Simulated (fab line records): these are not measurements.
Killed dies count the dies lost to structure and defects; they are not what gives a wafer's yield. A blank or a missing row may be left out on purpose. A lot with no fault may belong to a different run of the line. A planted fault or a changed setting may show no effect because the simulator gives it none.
Chamber matching -- flow gf180mcu -- rieDiel-02 running GF_V5_ETCH_16: 4 sister chambers
The step etches BARC in N2/H2. 14 wafers are shown with their chamber, then 7 later ones without.

## WAFERS, EACH WITH ITS CHAMBER
wafer,chamber,drypumpMotorCurrentA (A),oesProductAu (a.u.),throttleValvePct (%)
L143.1,1,5.7,0.858,13.211
L143.5,3,5.7,0.851,13.217
L143.6,2,6.3,0.853,13.238
L145.1,2,6.3,0.855,13.225
L145.3,0,6.4,0.861,13.232
L145.5,1,5.7,0.849,13.225
L149.1,1,5.7,0.857,13.227
L149.5,1,5.7,0.853,13.223
L149.6,0,6.3,0.859,13.230
L150.2,3,5.7,0.856,13.240
L150.4,1,5.7,0.852,13.219
L150.5,3,5.7,0.854,13.224
L153.1,1,5.7,0.855,13.234
L153.3,1,5.7,0.858,13.225

SIGNATURES (averages over the wafers above)
reading,chamber 0,chamber 1,chamber 2,chamber 3,scatter within a chamber
drypumpMotorCurrentA,6.350,5.700,6.300,5.700,0.0224
oesProductAu,0.86000,0.85457,0.85400,0.85367,0.00294
throttleValvePct,13.23100,13.22343,13.23150,13.22700,0.00817
Rule: a wafer's distance from a chamber is the root of the sum, over the readings, of the square of ((its reading less the chamber's mean) divided by the reading's scatter). If the next closest chamber is less than 2 further off than the closest, the wafer can't be placed; otherwise it belongs to the closest. The scatter: take each reading less its chamber's mean, square it, sum over the shown wafers, divide by the number of wafers less the number of chambers, and take the root.

## WAFERS MISSING THEIR CHAMBER
wafer,drypumpMotorCurrentA (A),oesProductAu (a.u.),throttleValvePct (%)
L153.6,6.3,0.856,13.232
L158.1,5.7,0.863,13.227
L158.4,5.7,0.849,13.238
L158.5,6.3,0.855,13.222
L166.1,5.7,0.862,13.216
L166.4,6.3,0.857,13.226
L166.6,5.7,0.861,13.232

## CHAMBER TAKEN BY EACH
wafer,from the rows above,in truth
L153.6,can't be placed: 2 or 0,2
L158.1,can't be placed: 1 or 3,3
L158.4,can't be placed: 3 or 1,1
L158.5,can't be placed: 2 or 0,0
L166.1,can't be placed: 1 or 3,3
L166.4,can't be placed: 2 or 0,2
L166.6,can't be placed: 1 or 3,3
0 of 7 placed correctly. Not placeable from these rows: 7 (in 7, the candidates include the true chamber). 0 placed wrongly.
